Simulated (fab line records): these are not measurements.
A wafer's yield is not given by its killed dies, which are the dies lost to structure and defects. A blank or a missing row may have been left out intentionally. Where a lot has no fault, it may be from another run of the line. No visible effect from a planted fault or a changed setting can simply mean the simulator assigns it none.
The tool behind it: which one? | flow sky130 | 12 lots with 36 wafers sampled at 5 steps, on a route of 708 steps

== WHAT EACH GAUGE READ, for each wafer ==
Not one reading of a measure or inspect step in the record can be checked against a usual standard deviation.

== WHICH TOOL RAN EACH LOT (tool, then ch and the chambers of the sampled wafers, then the start) ==
lot  | SKY_METAL3_SPUTTER_02        | SKY_CAPM_METAL_ETCH_13            | SKY_VIA3_CMP_02               | SKY_VIA3_ETCH_15                   | SKY_PAD_OPEN_PROBE_99
L662 | pvd_sputter-03, day 36 07:01 | rie_metal-03 ch 0,1, day 37 09:02 | cmp-01 ch 0,1,3, day 38 12:13 | rie_diel-03 ch 0,1,2, day 39 13:29 | -
L663 | pvd_sputter-03, day 36 13:37 | rie_metal-03 ch 0,1, day 37 15:16 | cmp-02 ch 2,3, day 38 17:51   | rie_diel-02 ch 0,1,3, day 39 18:47 | -
L664 | pvd_sputter-04, day 37 08:06 | rie_metal-03 ch 0,1, day 38 09:14 | cmp-02 ch 0,1,3, day 39 12:14 | rie_diel-03 ch 2,3, day 40 13:17   | -
L665 | pvd_sputter-02, day 37 10:43 | rie_metal-04 ch 0, day 38 11:44   | cmp-01 ch 0,1,3, day 39 14:56 | rie_diel-03 ch 0,1,3, day 40 15:53 | -
L666 | pvd_sputter-02, day 38 16:10 | rie_metal-01 ch 0,1, day 39 17:26 | cmp-01 ch 2,3, day 40 19:39   | rie_diel-03 ch 0,3, day 41 20:12   | -
L668 | pvd_sputter-02, day 38 19:02 | rie_metal-04 ch 0, day 39 19:52   | cmp-01 ch 0,1, day 40 22:03   | rie_diel-04 ch 0,2,3, day 41 23:20 | -
L667 | pvd_sputter-04, day 38 20:55 | rie_metal-03 ch 0, day 39 22:08   | cmp-01 ch 0,1, day 41 00:16   | rie_diel-04 ch 1,2, day 42 01:20   | -
L677 | pvd_sputter-04, day 40 18:26 | rie_metal-04 ch 0,1, day 41 18:42 | cmp-01 ch 0,1,2, day 42 19:49 | rie_diel-03 ch 0,3, day 43 19:21   | prober-01, day 49 05:25
L679 | pvd_sputter-03, day 41 09:48 | rie_metal-03 ch 0, day 42 09:05   | cmp-02 ch 1,2, day 43 09:48   | rie_diel-02 ch 1,2, day 44 09:00   | -
L682 | pvd_sputter-04, day 42 03:25 | rie_metal-03 ch 0,1, day 43 02:27 | cmp-02 ch 0,1,2, day 44 03:01 | rie_diel-04 ch 1,2,3, day 45 01:41 | -
L683 | pvd_sputter-04, day 42 06:43 | rie_metal-01 ch 0,1, day 43 05:26 | cmp-02 ch 0,1,2, day 44 05:53 | rie_diel-03 ch 0,1, day 45 04:17   | -
L685 | pvd_sputter-02, day 42 21:48 | rie_metal-01 ch 0,1, day 43 21:02 | cmp-02 ch 0,2, day 44 21:09   | rie_diel-03 ch 0,2, day 45 19:08   | -
- SKY_METAL3_SPUTTER_02: material AlCu, target thk 735 nm, time 39.1 s.
- SKY_CAPM_METAL_ETCH_13: etches TiN in Cl2/BCl3, stops on SiO2, target depth 220 nm, time 62.9 s.
- SKY_VIA3_CMP_02: polishes SiO2.
- SKY_VIA3_ETCH_15: etches SiO2 in C4F8/O2/Ar, stops on TiN, target depth 507 nm, time 78 s.
- SKY_PAD_OPEN_PROBE_99

== AS READ BY THE TOOLS THEMSELVES (means over the sampled wafers that have a number; for cases with no such wafer, the mark the record gives instead) ==
SKY_METAL3_SPUTTER_02. Usual: throttle_valve_pct at 30.1 %, with a standard deviation of 0.73.
lot  | tool           | throttle_valve_pct (%) | flag
L662 | pvd_sputter-03 | 30.5                   |
L663 | pvd_sputter-03 | 30.7                   |
L664 | pvd_sputter-04 | 29.1                   |
L665 | pvd_sputter-02 | 29.8                   |
L666 | pvd_sputter-02 | 29.5                   |
L668 | pvd_sputter-02 | 29.9                   |
L667 | pvd_sputter-04 | 30.2                   |
L677 | pvd_sputter-04 | 29.6                   |
L679 | pvd_sputter-03 | 30.6                   |
L682 | pvd_sputter-04 | 29.5                   |
L683 | pvd_sputter-04 | 29.8                   |
L685 | pvd_sputter-02 | 29.6                   |

SKY_CAPM_METAL_ETCH_13. Usual: drypump_motor_current_A 5.8 A, standard deviation 0.33; oes_product_au 0.942 a.u., standard deviation 0.0068; throttle_valve_pct 21.901 %, standard deviation 0.0099.
lot  | tool         | drypump_motor_current_A (A) | oes_product_au (a.u.) | throttle_valve_pct (%) | flag
L662 | rie_metal-03 | 5.6                         | 0.939                 | 21.907                 |
L663 | rie_metal-03 | 5.6                         | 0.944                 | 21.907                 |
L664 | rie_metal-03 | 5.6                         | 0.933                 | 21.915                 |
L665 | rie_metal-04 | 5.4                         | 0.946                 | 21.908                 |
L666 | rie_metal-01 | 6.1                         | 0.939                 | 21.903                 |
L668 | rie_metal-04 | 5.4                         | 0.932                 | 21.901                 |
L667 | rie_metal-03 | 5.6                         | 0.949                 | 21.899                 |
L677 | rie_metal-04 | 6.0                         | 0.939                 | 21.904                 |
L679 | rie_metal-03 | 5.6                         | 0.954                 | 21.890                 |
L682 | rie_metal-03 | 5.6                         | 0.944                 | 21.894                 |
L683 | rie_metal-01 | 6.1                         | 0.938                 | 21.898                 |
L685 | rie_metal-01 | 6.2                         | 0.948                 | 21.903                 |

SKY_VIA3_CMP_02. Usual: motor_current_A 12.1 A, standard deviation 0.96; slurry_flow_ml_min 150.0, standard deviation 0.46.
lot  | tool   | motor_current_A (A) | slurry_flow_ml_min | flag
L662 | cmp-01 | 11.3                | 150.5              |
L663 | cmp-02 | 12.0                | 150.3              |
L664 | cmp-02 | 12.3                | 150.1              |
L665 | cmp-01 | 11.4                | 149.7              |
L666 | cmp-01 | 11.0                | 149.6              |
L668 | cmp-01 | 12.3                | 149.4              |
L667 | cmp-01 | 12.3                | 150.6              |
L677 | cmp-01 | 12.2                | 149.8              |
L679 | cmp-02 | 12.6                | 150.0              |
L682 | cmp-02 | 12.7                | 149.7              |
L683 | cmp-02 | 12.4                | 150.0              |
L685 | cmp-02 | 12.7                | 149.9              |

SKY_VIA3_ETCH_15. Usual: oes_product_au at 0.945 a.u., with a standard deviation of 0.0046.
lot  | tool        | oes_product_au (a.u.) | flag
L662 | rie_diel-03 | 0.947                 |
L663 | rie_diel-02 | 0.947                 |
L664 | rie_diel-03 | 0.940                 |
L665 | rie_diel-03 | 0.942                 |
L666 | rie_diel-03 | 0.948                 |
L668 | rie_diel-04 | 0.946                 |
L667 | rie_diel-04 | 0.945                 |
L677 | rie_diel-03 | 0.968                 | OFF
L679 | rie_diel-02 | 0.947                 |
L682 | rie_diel-04 | 0.945                 |
L683 | rie_diel-03 | 0.950                 |
L685 | rie_diel-03 | 0.944                 |

SKY_PAD_OPEN_PROBE_99. Usual: defect_limited_yield 82.2 %, standard deviation 1.9; killed_at_M0_to_M3 43, standard deviation 6.5; killed_at_M4_up 3.5, standard deviation 1.9; killed_at_contacts 24, standard deviation 5.4; killed_at_front_end 16, standard deviation 4.8; killed_at_other 0.4, standard deviation 0.64; killed_dies 87, standard deviation 9.4; killed_on_rim 18, standard deviation 4.1; killed_open 47, standard deviation 7; killed_short 40, standard deviation 6.3; sort_bin_3_pad_short 0.9 %, standard deviation 0.4; sort_bin_5_function 10.5 %, standard deviation 1.4; sort_bin_6_memory 6.3 %, standard deviation 1.1; sort_n_pass 405, standard deviation 9.4; sort_yield_pct 82.2 %, standard deviation 1.9.
lot  | tool      | defect_limited_yield (%) | killed_at_M0_to_M3 | killed_at_M4_up | killed_at_contacts | killed_at_front_end | killed_at_other | killed_dies | killed_on_rim | killed_open | killed_short | sort_bin_3_pad_short (%) | sort_bin_5_function (%) | sort_bin_6_memory (%) | sort_n_pass | sort_yield_pct (%) | flag
L677 | prober-01 | 54.6                     | 178                | 4.3             | 24                 | 17                  | 0.7             | 223         | 40            | 41          | 47           | 0.8                      | 38.0                    | 6.6                   | 269         | 54.6               | OFF

== THE ANSWER, worked out from the rows above alone ==
Rule: lot off if the mean of its wafers having a number is beyond 3 standard deviations from the usual mean. A lot without any number at a reading at which 4 lots or more have one is off too. Any other lot the step has rows for is counted as sound. After the gauges, taken in route order, come the tools' own readings; for these a lot's mean is taken, as printed above. At the first step where some lot is off, the reading lying furthest off is the one used; lots without a number count as furthest.
Off: L677 (SKY_VIA3_ETCH_15, oes_product_au).
A tool fits if, at that step or a process step before it, it ran every lot that is off, and no sound lot after the first of them. Can't be told from this: 2 tools fit, rie_metal-04 at SKY_CAPM_METAL_ETCH_13, cmp-01 at SKY_VIA3_CMP_02.

== WHAT THE SIMULATOR HAD INSERTED ==
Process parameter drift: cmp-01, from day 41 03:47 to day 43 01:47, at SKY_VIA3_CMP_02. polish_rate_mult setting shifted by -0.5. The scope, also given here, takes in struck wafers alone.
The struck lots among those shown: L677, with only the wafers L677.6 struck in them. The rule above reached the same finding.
